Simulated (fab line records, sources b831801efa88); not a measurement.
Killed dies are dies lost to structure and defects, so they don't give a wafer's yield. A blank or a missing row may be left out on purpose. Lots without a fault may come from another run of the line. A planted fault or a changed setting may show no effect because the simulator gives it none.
Tool commonality check | flow gf180mcu | 11 lots, 39 wafers sampled

WHY IT WAS OPENED
At GF_V3_THK_MEAS_03 the reading V3_CVD_02_THK is flagged on 2 of 11 lots. Wafers without a fault read 852 nm, standard deviation 10.
Rule: a lot is flagged when every wafer of it that has a number lies more than 4 standard deviations from that mean, or none has a number. The other lots count as sound.

lot  | measured     | on            | V3_CVD_02_THK (nm), wafer by wafer | flag
L331 | day 22 05:46 | film_metro-04 | 847 863 868                        |
L333 | day 22 18:45 | film_metro-03 | 842 837 854                        |
L334 | day 23 08:14 | film_metro-03 | 850 851 859                        |
L335 | day 23 15:32 | film_metro-04 | 835 839 862                        |
L337 | day 24 09:31 | film_metro-02 | 836 839 866                        |
L339 | day 25 02:43 | film_metro-03 | 857 866 869                        |
L340 | day 25 08:26 | film_metro-02 | 846 847 859                        |
L341 | day 25 16:30 | film_metro-04 | 839 842 860                        |
L342 | day 25 23:21 | film_metro-04 | 858 845 843                        |
L346 | day 27 05:29 | film_metro-02 | 745 760 752 745 760 752            | FLAGGED
L351 | day 28 16:40 | film_metro-03 | 758 757 769 758 757 769            | FLAGGED
The numbers of the flagged lots are 757 nm on average: -95 nm against the usual, or -10 standard deviations.

WHICH TOOL RAN EACH LOT
The record holds 3 process steps before the reading, out of a route of 602 steps. In each cell: the tool, then ch and the chambers that the sampled wafers went through, then the start.
lot  | flag    | GF_V2_ETCH_17                                 | GF_M3_SPUTTER_02             | GF_V3_CVD_02
L331 |         | rie_diel-04 ch 2,3, day 21 05:00 or earlier   | pvd_sputter-03, day 21 05:00 | pecvd-01 ch 1,2, day 22 05:41
L333 |         | rie_diel-01 ch 0,1,3, day 21 17:55 or earlier | pvd_sputter-04, day 21 17:55 | pecvd-04 ch 0,1,2, day 22 18:41
L334 |         | rie_diel-02 ch 0,3, day 22 08:04 or earlier   | pvd_sputter-04, day 22 08:04 | pecvd-04 ch 0,1, day 23 08:08
L335 |         | rie_diel-04 ch 1,3, day 22 15:37 or earlier   | pvd_sputter-04, day 22 15:37 | pecvd-03 ch 0,2, day 23 15:27
L337 |         | rie_diel-01 ch 1,3, day 23 09:35 or earlier   | pvd_sputter-03, day 23 09:35 | pecvd-03 ch 0,1,2, day 24 09:26
L339 |         | rie_diel-01 ch 0,3, day 24 02:38 or earlier   | pvd_sputter-04, day 24 02:38 | pecvd-04 ch 0,1,2, day 25 02:38
L340 |         | rie_diel-02 ch 0,1,3, day 24 09:25 or earlier | pvd_sputter-04, day 24 09:25 | pecvd-04 ch 0,1,2, day 25 08:22
L341 |         | rie_diel-04 ch 1,2,3, day 24 17:37 or earlier | pvd_sputter-04, day 24 17:37 | pecvd-03 ch 0,1, day 25 16:26
L342 |         | rie_diel-04 ch 0,1, day 25 00:23 or earlier   | pvd_sputter-04, day 25 00:23 | pecvd-01 ch 0,1,2, day 25 23:17
L346 | FLAGGED | rie_diel-04 ch 0,2,3, day 26 08:28 or earlier | pvd_sputter-04, day 26 08:28 | pecvd-04 ch 0,1,2, day 27 05:25
L351 | FLAGGED | rie_diel-01 ch 0,1,2, day 27 20:17 or earlier | pvd_sputter-02, day 27 20:17 | pecvd-04 ch 0,1,2, day 28 16:35
What these steps do:
- GF_V2_ETCH_17: etches SiO2 in C4F8/O2/Ar, stops on TiN, target depth 630 nm.
- GF_M3_SPUTTER_02: material AlCu, target thk 450 nm, time 23.9 s.
- GF_V3_CVD_02: deposits SiO2 from TEOS, target thk 850 nm, time 94.851 s.
- GF_V3_THK_MEAS_03

FLAGGED OVER TOTAL, TOOL BY TOOL (the gauges that took the reading come last)
step              | tool           | lots run | flagged | share of the flagged lots | sound lots run after its first flagged lot
GF_V2_ETCH_17     | rie_diel-01    | 4        | 1       | some                      | 0
GF_V2_ETCH_17     | rie_diel-02    | 2        | 0       | none                      | -
GF_V2_ETCH_17     | rie_diel-04    | 5        | 1       | some                      | 0
GF_M3_SPUTTER_02  | pvd_sputter-02 | 1        | 1       | some                      | 0
GF_M3_SPUTTER_02  | pvd_sputter-03 | 2        | 0       | none                      | -
GF_M3_SPUTTER_02  | pvd_sputter-04 | 8        | 1       | some                      | 0
GF_V3_CVD_02      | pecvd-01       | 2        | 0       | none                      | -
GF_V3_CVD_02      | pecvd-03       | 3        | 0       | none                      | -
GF_V3_CVD_02      | pecvd-04       | 6        | 2       | all                       | 0
GF_V3_THK_MEAS_03 | film_metro-02  | 3        | 1       | some                      | 0
GF_V3_THK_MEAS_03 | film_metro-03  | 4        | 1       | some                      | 0
GF_V3_THK_MEAS_03 | film_metro-04  | 4        | 0       | none                      | -
GF_V2_ETCH_17 gives no start for some lots, so the hours and the order of its lots are those of GF_M3_SPUTTER_02.

WHAT THE TABLE ALLOWS
1 row of the table ran every flagged lot: pecvd-04 at GF_V3_CVD_02.
- pecvd-04 at GF_V3_CVD_02: 2 of its 6 lots flagged. Its last sound lot is L340 (day 25 08:22), its first flagged lot L346 (day 27 05:25): a fault that began between those two fits. Its own readings lie more than 4 standard deviations out on every wafer of the flagged lots: run_length_s.
One tool is left: pecvd-04 at GF_V3_CVD_02.

WHAT THE SIMULATOR HAD PUT IN
Process parameter drift: pecvd-04, from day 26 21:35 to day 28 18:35, at GF_V3_CVD_02. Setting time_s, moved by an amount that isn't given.
Lots struck among those shown: L346, L351. The rule above found the same.
